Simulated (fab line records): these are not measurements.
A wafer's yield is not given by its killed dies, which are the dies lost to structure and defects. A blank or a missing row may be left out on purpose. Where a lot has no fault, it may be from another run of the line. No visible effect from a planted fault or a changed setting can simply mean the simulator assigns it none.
2 desks, one fault ; flow sky130 ; each desk holds nothing but its own numbers, with what lay behind them at the end

THE METROLOGY DESK
Means of the sampled wafers that have a number, per lot and without regard to the tool the lot ran on: this is what the gauges read. A lot is out of limits, marked OUT, if its mean lies more than 4 standard deviations from the usual mean; the brackets give that distance.
Columns: A = cd-nm at SKY_SD_N_CD_MEAS_07, usual 377.8 nm; B = SD_N_OVL at SKY_SD_N_OVL_MEAS_08, usual -0.6 nm; C = SD_N_TW at SKY_SD_N_TW_MEAS_12, usual 3978
lot;first seen here;A;B;C
L178;day 28 23:46;376.3;0.2;3997
L187;day 31 04:16;378.9;-0.9;3920
L191;day 32 13:49;379.2;-0.2;3966
L193;day 33 01:56;378.4;-0.9;4011
L198;day 35 02:31;380.4;-0.8;3924
L200;day 35 05:50;377.9;1.1;3928
This desk found nothing out of limits on any of the 6 lots.

FOR THE TOOL OWNER'S DESK: rtp-anneal-02
At SKY_SD_N_RTA_14 (time 2 s), the tool's own readings, given per lot that ran on this tool as the mean of the sampled wafers with a number. A lot is out of limits, marked OUT, if its mean lies more than 4 standard deviations from the usual mean; the brackets give that distance.
Columns: A = lamp-power-pct at SKY_SD_N_RTA_14, usual 15.74 %; B = ramp-up-c-per-s at SKY_SD_N_RTA_14, usual 150.00; C = wafer_temp_C_max at SKY_SD_N_RTA_14, usual 1078.1
lot;first seen here;A;B;C
L187;day 31 04:56;15.66;150.02;1078.3
L191;day 32 14:29;15.74;45.00 (-99 or more) OUT;1077.2
L193;day 33 02:35;15.75;45.01 (-99 or more) OUT;1079.3
This desk finds L191, L193 out of limits, L191 being first, at day 32 14:29 (ramp-up-c-per-s at SKY_SD_N_RTA_14). L187: within limits.

ALL TOGETHER
At day 32 14:29, on L191, L193, the tool owner's desk was in a position to raise an alarm.
The metrology desk saw nothing out of limits.
The metrology desk holds a record of L191, L193, inside its limits.
Every lot named ran SKY_SD_N_RTA_14 on rtp-anneal-02.

WHAT THE SIMULATOR PUT IN
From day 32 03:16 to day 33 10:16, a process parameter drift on rtp-anneal-02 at SKY_SD_N_RTA_14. From 150, the setting ramp-up-c-per-s moved by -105. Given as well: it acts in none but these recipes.
Lots struck among those shown: L191, L193.
Delay in hours, fault start to first out-of-limits reading, by desk: the tool owner's desk at 11.
